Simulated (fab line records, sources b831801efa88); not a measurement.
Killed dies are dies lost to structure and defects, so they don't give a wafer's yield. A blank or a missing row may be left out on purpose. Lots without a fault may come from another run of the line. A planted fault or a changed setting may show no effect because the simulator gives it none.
Chamber matching | flow gf180mcu | GF_V5_CMP_26 on cmp-01: 4 sister chambers
The step polishes, stops on SiO2, t overpolish 15 s, target thk 0 nm. 16 wafers are shown with their chamber, then 7 later ones without.

WAFERS WITH THEIR CHAMBER
wafer  | chamber | motor_current_A (A) | time_to_endpoint_s (s) | overpolish_run_s (s)
L391.2 | 3       | 12.6                | 77                     | 15.000
L391.3 | 0       | 9.9                 | 87                     | 15.000
L391.6 | 0       | 9.8                 | 86                     | 15.017
L394.1 | 1       | 10.5                | 81                     | 14.997
L394.3 | 0       | 10.6                | 80                     | 15.000
L394.5 | 2       | 11.8                | 81                     | 14.995
L396.1 | 3       | 11.7                | 77                     | 14.999
L396.2 | 0       | 10.1                | 87                     | 14.993
L396.3 | 1       | 11.0                | 87                     | 15.001
L397.2 | 0       | 10.6                | 86                     | 14.995
L397.4 | 2       | 12.1                | 82                     | 14.998
L397.5 | 3       | 11.8                | 78                     | 14.989
L400.3 | 0       | 10.6                | 85                     | 15.035
L400.6 | 2       | 12.1                | 80                     | 14.991
L406.3 | 3       | 12.1                | 80                     | 15.003
L406.4 | 2       | 12.4                | 82                     | 15.010

SIGNATURES (means of the wafers above)
reading            | chamber 0 | chamber 1 | chamber 2 | chamber 3 | scatter within a chamber
motor_current_A    | 10.267    | 10.750    | 12.100    | 12.050    | 0.355
time_to_endpoint_s | 85.17     | 84.00     | 81.25     | 78.00     | 2.27
overpolish_run_s   | 15.00667  | 14.99900  | 14.99850  | 14.99775  | 0.0117
Rule: a wafer's distance from a chamber is the root of the sum, over the readings, of the square of ((its reading less the chamber's mean) divided by the reading's scatter). The wafer belongs to the nearest chamber; if the next one is less than 2 further off, it can't be placed. The scatter: the root of (the sum of the squares of (reading less its chamber's mean) over the shown wafers, divided by (wafers less chambers)).

WAFERS WITHOUT THEIR CHAMBER
wafer  | motor_current_A (A) | time_to_endpoint_s (s) | overpolish_run_s (s)
L406.6 | 11.1                | 87                     | 15.000
L409.1 | 10.7                | 85                     | 15.011
L409.3 | 12.3                | 80                     | 14.998
L409.6 | 10.4                | 84                     | 14.997
L410.2 | 12.2                | 83                     | 15.010
L410.5 | 10.6                | 91                     | 14.983
L410.6 | 12.0                | 81                     | 14.990

WHICH CHAMBER EACH WENT THROUGH
wafer  | from the rows above     | in truth
L406.6 | can't be placed: 1 or 0 | 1
L409.1 | can't be placed: 1 or 0 | 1
L409.3 | can't be placed: 2 or 3 | 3
L409.6 | can't be placed: 1 or 0 | 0
L410.2 | can't be placed: 2 or 3 | 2
L410.5 | can't be placed: 1 or 0 | 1
L410.6 | can't be placed: 2 or 3 | 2
Placed correctly: 0 of 7. Can't be placed from these rows: 7 (the true chamber is among the candidates in 7). Placed wrongly: 0.
